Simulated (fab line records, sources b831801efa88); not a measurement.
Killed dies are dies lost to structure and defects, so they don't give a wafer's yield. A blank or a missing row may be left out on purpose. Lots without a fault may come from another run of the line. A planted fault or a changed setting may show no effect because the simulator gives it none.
Which tool did it? | flow gf180mcu | 24 lots, 72 wafers sampled, at 6 steps of a route of 602

WHAT THE GAUGES READ, wafer by wafer
GF_M4_THK_MEAS_06: measures by xrf. Usual: M4_ALCU_THK 441 nm, standard deviation 4.6.
lot  | measured     | on            | M4_ALCU_THK (nm) | flag
L074 | day 22 04:41 | film_metro-02 | 445 443 445      |
L075 | day 22 18:21 | film_metro-02 | 442 444 434      |
L076 | day 23 00:29 | film_metro-02 | 443 441 438      |
L077 | day 23 11:37 | film_metro-03 | 443 443 444      |
L078 | day 23 23:37 | film_metro-03 | 441 443 446      |
L079 | day 24 12:25 | film_metro-03 | 434 436 437      |
L080 | day 24 16:02 | film_metro-03 | 445 450 445      |
L081 | day 24 19:24 | film_metro-02 | 433 438 434      |
L082 | day 25 09:41 | film_metro-02 | 445 443 448      |
L083 | day 25 10:43 | film_metro-02 | 443 444 444      |
L084 | day 25 20:31 | film_metro-02 | 445 447 444      |
L085 | day 26 05:34 | film_metro-02 | 429 436 432      |
L086 | day 26 10:00 | film_metro-02 | 436 434 441      |
L087 | day 27 02:01 | film_metro-03 | 442 443 442      |
L088 | day 27 06:05 | film_metro-02 | 440 433 439      |
L089 | day 27 07:49 | film_metro-02 | 439 440 437      |
L090 | day 27 11:43 | film_metro-02 | 443 441 440      |
L091 | day 28 13:31 | film_metro-02 | 437 437 438      |
L092 | day 28 14:52 | film_metro-02 | 438 441 433      |
L093 | day 28 20:45 | film_metro-03 | 449 451 446      |
L094 | day 28 21:57 | film_metro-03 | 448 441 444      |
L095 | day 29 00:00 | film_metro-03 | 446 446 443      |
L096 | day 29 16:05 | film_metro-02 | 441 441 439      |
L097 | day 30 02:01 | film_metro-02 | 441 438 439      |

GF_M4_OVL_MEAS_15. Usual: M4_OVL -3 nm, standard deviation 7.4.
lot  | measured     | on         | M4_OVL (nm) | flag
L074 | day 23 03:44 | overlay-01 | -11 -9 -7   |
L075 | day 23 16:34 | overlay-02 | 2 -7 -9     |
L076 | day 23 23:02 | overlay-02 | -10 -4 -3   |
L077 | day 24 09:37 | overlay-02 | 3 -2 1      |
L078 | day 24 21:22 | overlay-01 | 11 13 5     |
L079 | day 25 09:40 | overlay-02 | 7 2 6       |
L080 | day 25 13:23 | overlay-01 | -6 -7 -9    |
L081 | day 25 16:43 | overlay-01 | -1 1 0      |
L082 | day 26 05:25 | overlay-02 | 3 -4 4      |
L083 | day 26 05:41 | overlay-01 | -24 -11 -12 |
L084 | day 26 15:31 | overlay-01 | -5 -13 -3   |
L085 | day 27 01:14 | overlay-02 | 7 7 -1      |
L086 | day 27 06:40 | overlay-02 | -5 -5 -4    |
L087 | day 27 22:26 | overlay-01 | 6 4 3       |
L088 | day 28 01:22 | overlay-02 | -4 -7 7     |
L089 | day 28 03:16 | overlay-02 | -1 -11 -9   |
L090 | day 28 07:34 | overlay-01 | -6 -12 -9   |
L091 | day 29 07:50 | overlay-02 | -8 -7 -11   |
L092 | day 29 09:49 | overlay-01 | -24 -15 -18 |
L093 | day 29 15:26 | overlay-01 | -6 -9 -9    |
L094 | day 29 16:31 | overlay-02 | -13 0 -8    |
L095 | day 29 18:07 | overlay-02 | 0 4 7       |
L096 | day 30 10:22 | overlay-01 | 0 -12 -2    |
L097 | day 30 20:07 | overlay-01 | 3 -5 -2     |

GF_M5_OVL_MEAS_08. Usual: M5_OVL -4 nm, standard deviation 5.5.
lot  | measured     | on         | M5_OVL (nm) | flag
L074 | day 26 00:29 | overlay-01 | -3 -13 -10  |
L075 | day 26 12:14 | overlay-02 | 7 8 6       |
L076 | day 26 15:47 | overlay-01 | -3 -7 -2    |
L077 | day 27 06:47 | overlay-02 | 0 2 -4      |
L078 | day 27 12:07 | overlay-02 | -2 -6 -4    |
L079 | day 28 00:25 | overlay-01 | 0 -1 -4     |
L080 | day 28 04:44 | overlay-01 | -11 -5 -7   |
L081 | day 28 08:38 | overlay-01 | -14 -7 -9   |
L082 | day 28 20:25 | overlay-01 | -10 -9 -1   |
L083 | day 28 20:32 | overlay-02 | -11 -9 -5   |
L084 | day 29 06:26 | overlay-02 | 1 -3 4      |
L085 | day 29 14:53 | overlay-01 | 1 -1 -5     |
L086 | day 29 19:04 | overlay-02 | -1 -2 -4    |
L087 | day 30 09:56 | overlay-01 | -10 -3 -6   |
L088 | day 30 12:19 | overlay-02 | -2 -7 -5    |
L089 | day 30 15:10 | overlay-01 | -7 0 -5     |
L090 | day 30 18:19 | overlay-02 | -6 -5 -6    |
L091 | day 31 17:50 | overlay-01 | 1 4 -3      |
L092 | day 31 19:04 | overlay-02 | 2 0 -1      |
L093 | day 31 23:47 | overlay-01 | 1 -2 -2     |
L094 | day 32 01:40 | overlay-02 | -21 -13 -12 |
L095 | day 32 02:37 | overlay-02 | 0 7 3       |
L096 | day 32 16:58 | overlay-01 | -11 -5 -12  |
L097 | day 33 01:44 | overlay-01 | -15 -8 -4   |

WHICH TOOL RAN EACH LOT (tool, then ch and the chambers of the sampled wafers, then the start)
lot  | GF_M1_SPUTTER_03             | GF_V3_CMP_26                  | GF_M4_SPUTTER_03
L074 | pvd_sputter-02, day 15 23:35 | cmp-01 ch 0,1,2, day 22 04:07 | pvd_sputter-01, day 22 04:29
L075 | pvd_sputter-04, day 16 14:42 | cmp-01 ch 0,1,3, day 22 17:48 | pvd_sputter-04, day 22 18:10
L076 | pvd_sputter-02, day 16 18:15 | cmp-01 ch 0,1, day 22 23:49   | pvd_sputter-03, day 23 00:16
L077 | pvd_sputter-03, day 17 03:28 | cmp-01 ch 0,2,3, day 23 10:10 | pvd_sputter-01, day 23 11:26
L078 | pvd_sputter-04, day 17 18:04 | cmp-01 ch 2,3, day 23 22:58   | pvd_sputter-01, day 23 23:26
L079 | pvd_sputter-03, day 18 05:41 | cmp-02 ch 0,2,3, day 24 11:43 | pvd_sputter-03, day 24 12:11
L080 | pvd_sputter-03, day 18 10:25 | cmp-01 ch 1,2, day 24 15:13   | pvd_sputter-03, day 24 15:41
L081 | pvd_sputter-04, day 18 15:28 | cmp-02 ch 0,2,3, day 24 18:48 | pvd_sputter-03, day 24 19:13
L082 | pvd_sputter-02, day 19 05:42 | cmp-02 ch 0,1,3, day 25 09:03 | pvd_sputter-01, day 25 09:31
L083 | pvd_sputter-02, day 19 07:04 | cmp-01 ch 0,1,2, day 25 10:02 | pvd_sputter-03, day 25 10:23
L084 | pvd_sputter-03, day 19 19:30 | cmp-02 ch 1,2,3, day 25 19:52 | pvd_sputter-04, day 25 20:19
L085 | pvd_sputter-02, day 20 05:29 | cmp-02 ch 2,3, day 26 04:49   | pvd_sputter-04, day 26 05:17
L086 | pvd_sputter-04, day 20 12:36 | cmp-02 ch 0,3, day 26 09:13   | pvd_sputter-04, day 26 09:37
L087 | pvd_sputter-04, day 21 05:16 | cmp-01 ch 0,2,3, day 27 01:28 | pvd_sputter-04, day 27 01:50
L088 | pvd_sputter-03, day 21 11:46 | cmp-02 ch 0,1,2, day 27 05:33 | pvd_sputter-03, day 27 05:55
L089 | pvd_sputter-02, day 21 12:43 | cmp-01 ch 0,1,3, day 27 07:13 | pvd_sputter-04, day 27 07:37
L090 | pvd_sputter-03, day 21 18:05 | cmp-02 ch 0,2,3, day 27 11:07 | pvd_sputter-04, day 27 11:32
L091 | pvd_sputter-02, day 23 00:52 | cmp-02 ch 0,1, day 28 12:50   | pvd_sputter-03, day 28 13:18
L092 | pvd_sputter-04, day 23 01:58 | cmp-01 ch 1,2,3, day 28 14:14 | pvd_sputter-03, day 28 14:41
L093 | pvd_sputter-02, day 23 07:11 | cmp-02 ch 0,1, day 28 20:08   | pvd_sputter-01, day 28 20:33
L094 | pvd_sputter-03, day 23 09:04 | cmp-01 ch 0,2,3, day 28 21:18 | pvd_sputter-01, day 28 21:46
L095 | pvd_sputter-02, day 23 11:32 | cmp-01 ch 1,3, day 28 23:22   | pvd_sputter-03, day 28 23:49
L096 | pvd_sputter-03, day 24 03:28 | cmp-02 ch 1,3, day 29 15:27   | pvd_sputter-04, day 29 15:55
L097 | pvd_sputter-04, day 24 16:21 | cmp-01 ch 0,2,3, day 30 01:25 | pvd_sputter-03, day 30 01:49
- GF_M1_SPUTTER_03: material Ti, target thk 10 nm, time 6.7 s.
- GF_V3_CMP_26: polishes, stops on SiO2, t overpolish 15 s, target thk 0 nm.
- GF_M4_SPUTTER_03: material Ti, target thk 10 nm, time 6.7 s.

WHAT THE TOOLS THEMSELVES READ (means of the sampled wafers that have a number; where no wafer has one, the mark that the record gives instead)
GF_M1_SPUTTER_03. Usual: cathode_dc_power_W 3000.0 W, standard deviation 0.52; throttle_valve_pct 30.1 %, standard deviation 1.1.
lot  | tool           | cathode_dc_power_W (W) | throttle_valve_pct (%) | flag
L074 | pvd_sputter-02 | 2999.9                 | 30.0                   |
L075 | pvd_sputter-04 | 2999.7                 | 29.6                   |
L076 | pvd_sputter-02 | 3000.2                 | 31.0                   |
L077 | pvd_sputter-03 | 2999.5                 | 29.9                   |
L078 | pvd_sputter-04 | 2999.8                 | 29.8                   |
L079 | pvd_sputter-03 | 2999.5                 | 30.1                   |
L080 | pvd_sputter-03 | 3000.0                 | 30.3                   |
L081 | pvd_sputter-04 | 3000.0                 | 28.1                   |
L082 | pvd_sputter-02 | 3000.1                 | 30.7                   |
L083 | pvd_sputter-02 | 2999.8                 | 30.4                   |
L084 | pvd_sputter-03 | 2999.9                 | 30.1                   |
L085 | pvd_sputter-02 | 2999.7                 | 30.9                   |
L086 | pvd_sputter-04 | 2999.8                 | 29.5                   |
L087 | pvd_sputter-04 | 3000.4                 | 29.5                   |
L088 | pvd_sputter-03 | 2999.8                 | 29.9                   |
L089 | pvd_sputter-02 | 3000.0                 | 30.8                   |
L090 | pvd_sputter-03 | 2999.8                 | 29.8                   |
L091 | pvd_sputter-02 | 3000.3                 | 30.8                   |
L092 | pvd_sputter-04 | 3000.0                 | 29.5                   |
L093 | pvd_sputter-02 | 3000.1                 | 30.7                   |
L094 | pvd_sputter-03 | 3000.2                 | 30.1                   |
L095 | pvd_sputter-02 | 2999.8                 | 30.4                   |
L096 | pvd_sputter-03 | 2999.6                 | 29.9                   |
L097 | pvd_sputter-04 | 2999.7                 | 28.8                   |

GF_V3_CMP_26. Usual: edge_zone_pressure_frac 1.000, standard deviation 0.0048; motor_current_A 10.9 A, standard deviation 1; overpolish_run_s 14.999 s, standard deviation 0.0087; time_to_endpoint_s 85 s, standard deviation 3.5.
lot  | tool   | edge_zone_pressure_frac | motor_current_A (A) | overpolish_run_s (s) | time_to_endpoint_s (s) | flag
L074 | cmp-01 | 1.000                   | 10.7                | 15.009               | 80                     |
L075 | cmp-01 | 1.001                   | 10.6                | 14.992               | 82                     |
L076 | cmp-01 | 0.999                   | 11.3                | 14.990               | 85                     |
L077 | cmp-01 | 0.998                   | 10.8                | 15.006               | 80                     |
L078 | cmp-01 | 1.002                   | 10.7                | 15.003               | 82                     |
L079 | cmp-02 | 0.998                   | 11.0                | 15.003               | 85                     |
L080 | cmp-01 | 0.996                   | 10.5                | 14.996               | 86                     |
L081 | cmp-02 | 1.004                   | 10.8                | 14.997               | 87                     |
L082 | cmp-02 | 0.997                   | 11.5                | 15.002               | 93                     |
L083 | cmp-01 | 0.998                   | 11.0                | 15.003               | 84                     |
L084 | cmp-02 | 1.003                   | 11.3                | 14.999               | 86                     |
L085 | cmp-02 | 0.997                   | 10.8                | 14.997               | 84                     |
L086 | cmp-02 | 1.001                   | 11.0                | 14.999               | 88                     |
L087 | cmp-01 | 1.003                   | 10.6                | 15.000               | 90                     |
L088 | cmp-02 | 1.001                   | 11.2                | 14.998               | 84                     |
L089 | cmp-01 | 1.001                   | 10.4                | 14.996               | 85                     |
L090 | cmp-02 | 0.996                   | 10.9                | 14.992               | 82                     |
L091 | cmp-02 | 0.997                   | 11.5                | 15.005               | 88                     |
L092 | cmp-01 | 0.999                   | 9.9                 | 14.999               | 87                     |
L093 | cmp-02 | 1.002                   | 12.3                | 14.996               | 82                     |
L094 | cmp-01 | 0.998                   | 10.9                | 15.007               | 85                     |
L095 | cmp-01 | 0.992                   | 9.5                 | 14.994               | 84                     |
L096 | cmp-02 | 1.004                   | 11.2                | 14.999               | 84                     |
L097 | cmp-01 | 1.004                   | 10.5                | 14.994               | 82                     |

GF_M4_SPUTTER_03. Usual: cathode_dc_power_W 3000.0 W, standard deviation 0.54; throttle_valve_pct 29.8 %, standard deviation 0.98.
lot  | tool           | cathode_dc_power_W (W) | throttle_valve_pct (%) | flag
L074 | pvd_sputter-01 | 3000.3                 | 29.6                   |
L075 | pvd_sputter-04 | 3000.0                 | 29.8                   |
L076 | pvd_sputter-03 | 3000.0                 | 29.9                   |
L077 | pvd_sputter-01 | 2999.6                 | 29.9                   |
L078 | pvd_sputter-01 | 3000.1                 | 29.3                   |
L079 | pvd_sputter-03 | 3000.2                 | 30.0                   |
L080 | pvd_sputter-03 | 3000.3                 | 30.4                   |
L081 | pvd_sputter-03 | 3000.6                 | 30.3                   |
L082 | pvd_sputter-01 | 3000.0                 | 29.2                   |
L083 | pvd_sputter-03 | 3000.0                 | 30.1                   |
L084 | pvd_sputter-04 | 2999.9                 | 29.8                   |
L085 | pvd_sputter-04 | 3000.0                 | 28.6                   |
L086 | pvd_sputter-04 | 2999.9                 | 29.4                   |
L087 | pvd_sputter-04 | 2999.9                 | 29.8                   |
L088 | pvd_sputter-03 | 2999.5                 | 30.2                   |
L089 | pvd_sputter-04 | 2999.8                 | 29.0                   |
L090 | pvd_sputter-04 | 2999.6                 | 28.0                   |
L091 | pvd_sputter-03 | 2999.7                 | 30.0                   |
L092 | pvd_sputter-03 | 2999.8                 | 30.2                   |
L093 | pvd_sputter-01 | 3000.2                 | 29.9                   |
L094 | pvd_sputter-01 | 2999.9                 | 29.6                   |
L095 | pvd_sputter-03 | 3000.3                 | 30.3                   |
L096 | pvd_sputter-04 | 2999.5                 | 30.0                   |
L097 | pvd_sputter-03 | 3000.1                 | 29.9                   |

THE ANSWER, worked out from the rows above alone
Rule: a lot is off if the mean of its wafers that have a number lies more than 3 standard deviations from the usual mean. A lot without any number at a reading at which 4 lots or more have one is off too. The other lots that the step has rows for count as sound. The gauges are gone through in route order, then the tools' own readings, and for those a lot's mean is taken as printed above. The first step at which some lot is off is used, and at that step the reading that is off furthest; a lot without a number counts as furthest.
No lot is off at any reading shown: from this, nothing can be told.

WHAT THE SIMULATOR HAD PUT IN
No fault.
